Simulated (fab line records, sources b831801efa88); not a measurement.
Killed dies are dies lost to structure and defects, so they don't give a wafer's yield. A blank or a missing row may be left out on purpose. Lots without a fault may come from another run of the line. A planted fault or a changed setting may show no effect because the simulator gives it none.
A struck lot beside a sound one | flow sky130 | 18 steps out of a route of 708
Sound: wafers L226.1, L226.4, L226.5. Struck: wafers L239.2, L239.5, L239.6. The cause comes at the end.
At each step with rows: each side's tool, then ch and its chambers, then its first start. Under that, the readings that differ: sound wafers | struck wafers | difference of the means | sigmas: that difference in standard deviations of wafers without a fault.
alike: readings whose means differ by less than 2 such deviations, and words and numbers that are the same on both sides. not compared: withheld readings, readings that some wafer has no value for, bounds like >300 that may hide the same value, and numbers for which the record gives no deviation and whose values overlap.
The two part at a step that has a row with sigmas, a row that says differs or no value, or rows on one side only. Numbers that don't overlap but have no deviation are shown without sigmas and don't part them. A reading that every wafer of one side lacks parts them only if that side has two wafers or more.

first, 1 step without rows for these wafers: SKY_VT_ADJUST_PCH_IMPLANT_08.
SKY_VT_ADJUST_PCH_STRIP_09: strips in O2/N2.
  sound on plasma_asher-04 ch 0, day 10 14:19; struck on plasma_asher-03 ch 0,1, day 14 20:34
  reading                      | sound             | struck            | difference | sigmas
  strip_time_to_endpoint_s (s) | 37.06 37.10 37.18 | 36.85 36.88 36.85 | -0.25      | -3
  alike: drypump_motor_current_A, oes_product_au
  not compared: rf_hours_counter_h
SKY_VT_ADJUST_PCH_TW_MEAS_10:
  sound on film_metro-03, day 10 14:25; struck on film_metro-03, day 14 20:40
  alike: VT_ADJUST_PCH_TW
then, 7 steps without rows for these wafers: SKY_SONOS_TUNNEL_DEHYDRATE_00 (time 60 s); SKY_SONOS_TUNNEL_HMDS_01 (prime time 60 s); SKY_SONOS_TUNNEL_COAT_02 (resist thk 1140 nm); SKY_SONOS_TUNNEL_SOFTBAKE_03 (time 60 s); SKY_SONOS_TUNNEL_EXPOSE_04 (exposes mask TUNM, target cd 410 nm); SKY_SONOS_TUNNEL_PEB_05; SKY_SONOS_TUNNEL_DEVELOP_06 (develop time 60 s).
SKY_SONOS_TUNNEL_CD_MEAS_07: target cd 410 nm.
  sound on cd_sem-02, day 11 13:35; struck on cd_sem-02, day 15 23:50
  alike: cd_nm
SKY_SONOS_TUNNEL_OVL_MEAS_08:
  sound on overlay-02, day 11 13:42; struck on overlay-01, day 15 23:57
  alike: SONOS_TUNNEL_OVL
SKY_SONOS_TUNNEL_IMPLANT_09:
  sound on implanter-02 ch 0, day 11 13:44; struck on implanter-02 ch 0, day 16 00:00
  reading            | sound                            | struck                           | difference  | sigmas
  dose_ions_cm2      | 1.0025e+12 1.0009e+12 1.0002e+12 | 1.1218e+12 1.1244e+12 1.1246e+12 | +1.2240e+11 | +94
  faraday_current_uA | 5.78 5.48 5.54                   | 6.26 6.13 6.46                   | +0.68       | +6
then, 2 steps without rows for these wafers: SKY_SONOS_TUNNEL_WET_ETCH_10 (etches SiO2 in dHF, target depth 14 nm, time 280 s); SKY_SONOS_TUNNEL_STRIP_11 (strips in SPM, time 600 s).
SKY_SONOS_TUNNEL_TW_MEAS_12:
  sound on film_metro-04, day 11 14:09; struck on film_metro-03, day 16 00:24
  reading         | sound             | struck            | difference | sigmas
  SONOS_TUNNEL_TW | 197.2 198.7 198.6 | 204.4 203.1 203.7 | +5.6       | +3
then, 1 step without rows for these wafers: SKY_SONOS_TUNNEL_CLEAN_13 (cleans in dHF, time 20 s).
SKY_PAD_OPEN_PROBE_99:
  the record has rows for the sound wafers here (prober-01, day 45 23:11) and none for the struck ones

WHERE THEY PART
First at SKY_VT_ADJUST_PCH_STRIP_09; last, within this record, at SKY_PAD_OPEN_PROBE_99.

WHY: what the simulator had put in
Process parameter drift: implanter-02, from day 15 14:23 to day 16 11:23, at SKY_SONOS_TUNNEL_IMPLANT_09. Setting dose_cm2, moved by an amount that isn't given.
